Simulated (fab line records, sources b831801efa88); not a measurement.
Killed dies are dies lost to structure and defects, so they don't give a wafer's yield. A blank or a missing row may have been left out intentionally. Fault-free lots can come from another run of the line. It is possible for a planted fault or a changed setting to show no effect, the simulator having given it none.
Comparing a struck lot with a sound one :: flow gf180mcu :: 25 steps out of a route of 602
Sound: the wafers L195.1, L195.2, L195.3. Struck: wafers L203.1, L203.5. (L203.2 of the same lot was not struck and is left out.) The cause comes at the end.
At each step with rows: each side's tool, then ch and its chambers, then its first start. Under that, the readings that differ: sound wafers :: struck wafers :: difference of the means :: sigmas: that difference in standard deviations of wafers without a fault.
alike: readings with means less than 2 such deviations apart, plus words and numbers identical on both sides. not compared: withheld readings, readings lacking a value on some wafer, bounds such as >300 that could conceal the same value, and numbers that have no deviation in the record and whose values overlap.
A row with sigmas, a row that says differs or no value, or rows on one side alone: a step with any of these is where the two part. Numbers that don't overlap but have no deviation are shown without sigmas and don't part them. A reading that every wafer of one side lacks parts them only if that side has two wafers or more.

first, 6 steps without rows for these wafers: GF_TOP_METAL_HMDS_08 (prime time 60 s); GF_TOP_METAL_COAT_09 (resist thk 1500 nm); GF_TOP_METAL_SOFTBAKE_10 (time 60 s); GF_TOP_METAL_EXPOSE_11 (exposes mask MetalTop, target cd 440 nm); GF_TOP_METAL_PEB_12; GF_TOP_METAL_DEVELOP_13 (develop time 60 s).
GF_TOP_METAL_CD_MEAS_14 targets a cd of 440 nm.
  sound on cd-sem-01, day 31 01:37; struck on cd-sem-02, day 32 23:26
  alike: cd-nm
GF_TOP_METAL_OVL_MEAS_15:
  sound on overlay-01, day 31 01:44; struck on overlay-02, day 32 23:34
  alike: TOP_METAL_OVL
GF_TOP_METAL_METAL_ETCH_16: etches the open film in Cl2/BCl3, stops on SiO2, target depth 1077.5 nm, time 179.6 s.
  sound on rie-metal-04 ch 0,1, day 31 01:46; struck on rie-metal-03 ch 0, day 32 23:35
  alike: drypump-motor-current-A, oes-product-au, throttle-valve-pct
  not compared: rf-hours-counter-h
GF_TOP_METAL_STRIP_17: strips in O2/N2.
  sound on plasma-asher-01 ch 0,1, day 31 01:56; struck on plasma-asher-01 ch 1, day 32 23:46
  alike: drypump-motor-current-A, heater-power-w, oes-product-au, strip-time-to-endpoint-s
  not compared: rf-hours-counter-h
then, 2 steps without rows for these wafers: GF_TOP_METAL_STRIP_18 (strips in post etch residue remover, time 1200 s); GF_TOP_METAL_CLEAN_19 (cleans in DIW).
GF_PASSIVATION_CVD_00: deposits SiO2 from TEOS, target thk 1000 nm, time 111.95 s.
  sound on pecvd-01 ch 0,1,2, day 31 02:28; struck on pecvd-04 ch 0,2, day 33 00:18
reading: run-length-s (s)
sound: 139.3 140.2 139.9
struck: 98.3 98.2
difference: -41.6
sigmas: -87

reading: model.SiO2_of_PASSIVATION_CVD_00.thk-nm (nm)
sound: 983.5 989 1011
struck: 616.2 635.7
difference: -368.5
sigmas: 
  alike: heater-power-w
  not compared: since-wet-clean-h
GF_PASSIVATION_THK_MEAS_01:
  sound on film-metro-03, day 31 02:33; struck on film-metro-03, day 33 00:23
reading: PASSIVATION_CVD_00_THK (nm)
sound: 984 989 1011
struck: 617 636
difference: -368
sigmas: -28
GF_PASSIVATION_CVD_02: deposits Si3N4, target thk 700 nm, time 486.18 s.
  sound on pecvd-02 ch 0,1,2, day 31 02:37; struck on pecvd-01 ch 2, day 33 00:26
  alike: heater-power-w, run-length-s
  not compared: since-wet-clean-h
GF_PASSIVATION_THK_MEAS_03:
  sound on film-metro-02, day 31 02:54; struck on film-metro-03, day 33 00:44
  alike: PASSIVATION_CVD_02_THK
then, 7 steps without rows for these wafers: GF_PASSIVATION_DEHYDRATE_04 (time 60 s); GF_PASSIVATION_HMDS_05 (prime time 60 s); GF_PASSIVATION_COAT_06 (resist thk 4000 nm); GF_PASSIVATION_SOFTBAKE_07; GF_PASSIVATION_EXPOSE_08 (exposes mask Pad, target cd 40000 nm); GF_PASSIVATION_PEB_09; GF_PASSIVATION_DEVELOP_10 (develop time 60 s).
GF_PASSIVATION_ETCH_11: etches the open film in CF4/O2, stops on TiN, target depth 1800 nm, time 400 s.
  sound on rie-diel-04 ch 0,2,3, day 31 20:23; struck on rie-diel-04 ch 0,2, day 33 15:58
reading: oes-product-au (a.u.)
sound: 0.957 0.962 0.974
struck: 0.834 0.840
difference: -0.127
sigmas: -17

reading: throttle-valve-pct (%)
sound: 5.955 5.945 5.963
struck: 5.927 5.932
difference: -0.025
sigmas: -3

reading: model.etch.depth-nm (nm)
sound: 1677 1683 1722
struck: 1318 1339
difference: -366
sigmas: 

reading: model.PASSIVATION.feature-depth-nm (nm)
sound: 1677 1683 1722
struck: 1318 1339
difference: -366
sigmas: 
  alike: cf4-flow-sccm, drypump-motor-current-A
  not compared: rf-hours-counter-h
GF_PASSIVATION_STRIP_12: strips in O2/N2.
  sound on plasma-asher-01 ch 0,1, day 31 20:38; struck on plasma-asher-01 ch 0, day 33 16:13
  alike: drypump-motor-current-A, heater-power-w, oes-product-au, strip-time-to-endpoint-s
  not compared: rf-hours-counter-h

## WHERE THEY PART
Last at GF_PASSIVATION_ETCH_11 as far as this record goes, first at GF_PASSIVATION_CVD_00. Later steps at which nothing parts them and some readings are alike: GF_PASSIVATION_STRIP_12.

WHY: the cause the simulator had injected
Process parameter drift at GF_PASSIVATION_CVD_00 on pecvd-04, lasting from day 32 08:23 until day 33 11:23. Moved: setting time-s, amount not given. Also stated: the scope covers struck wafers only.
